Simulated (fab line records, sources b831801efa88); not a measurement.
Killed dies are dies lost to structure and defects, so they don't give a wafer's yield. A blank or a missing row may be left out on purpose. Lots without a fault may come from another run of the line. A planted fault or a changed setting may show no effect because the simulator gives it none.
One fault seen from 2 desks | flow sky130 | each desk has only its own numbers; what lay behind them comes last

THE METROLOGY DESK
What the gauges read, lot by lot, whatever tool the lot ran on: means of the sampled wafers that have a number. A lot is out of limits, marked OUT, if its mean lies more than 4 standard deviations from the usual mean; the brackets give that distance.
Columns: A = SONOS_TUNNEL_OVL at SKY_SONOS_TUNNEL_OVL_MEAS_08, usual -0.8 nm
lot  | first seen here | A
L532 | day 11 01:50    | -0.9
L533 | day 11 03:29    | -1.3
L534 | day 11 18:56    | -0.9
L535 | day 12 16:12    | -0.9
L536 | day 12 20:29    | -0.7
L537 | day 13 08:15    | -0.1
L540 | day 14 00:47    | -0.8
L545 | day 15 12:50    | -2.3
L547 | day 15 22:59    | -1.2
L551 | day 17 17:52    | -2.1
L553 | day 18 16:36    | -0.5
L552 | day 18 19:31    | -0.6
L555 | day 19 01:12    | -0.8
This desk's finding: nothing out of limits on any of the 13 lots.

THE TOOL OWNER'S DESK: implanter-02
The tool's own readings at SKY_LDD_N_IMPLANT_14: means of the sampled wafers that have a number, for each lot that ran on this tool. A lot is out of limits, marked OUT, if its mean lies more than 4 standard deviations from the usual mean; the brackets give that distance.
Columns: A = dose_ions_cm2 at SKY_LDD_N_IMPLANT_14, usual 5e+12; B = faraday_current_uA at SKY_LDD_N_IMPLANT_14, usual 28.1
lot  | first seen here | A                       | B
L533 | day 17 11:34    | 5e+12                   | 27.8
L540 | day 20 15:52    | 5e+12                   | 28.0
L545 | day 22 15:46    | 7e+12 (+99 or more) OUT | 40.6 (+21) OUT
L547 | day 23 00:11    | 7e+12 (+99 or more) OUT | 40.5 (+21) OUT
L552 | day 25 22:42    | 5e+12                   | 28.5
L555 | day 26 03:10    | 5e+12                   | 28.6
This desk's finding: out of limits on L545, L547; first on L545, day 22 15:46 (dose_ions_cm2 at SKY_LDD_N_IMPLANT_14). In limits: L533, L540, L552, L555.

PUT TOGETHER
The tool owner's desk could have raised an alarm at day 22 15:46, on L545, L547.
The metrology desk saw nothing out of limits.
The metrology desk has L545, L547 on record, within its limits.
Of the lots named, all ran SKY_LDD_N_IMPLANT_14 on implanter-02.

WHAT THE SIMULATOR HAD PUT IN
Process parameter drift: implanter-02, from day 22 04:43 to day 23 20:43, at SKY_LDD_N_IMPLANT_14. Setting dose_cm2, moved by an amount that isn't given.
Lots struck among those shown: L545, L547.
Hours from the fault's start to each desk's first reading out of limits: the tool owner's desk, 11.
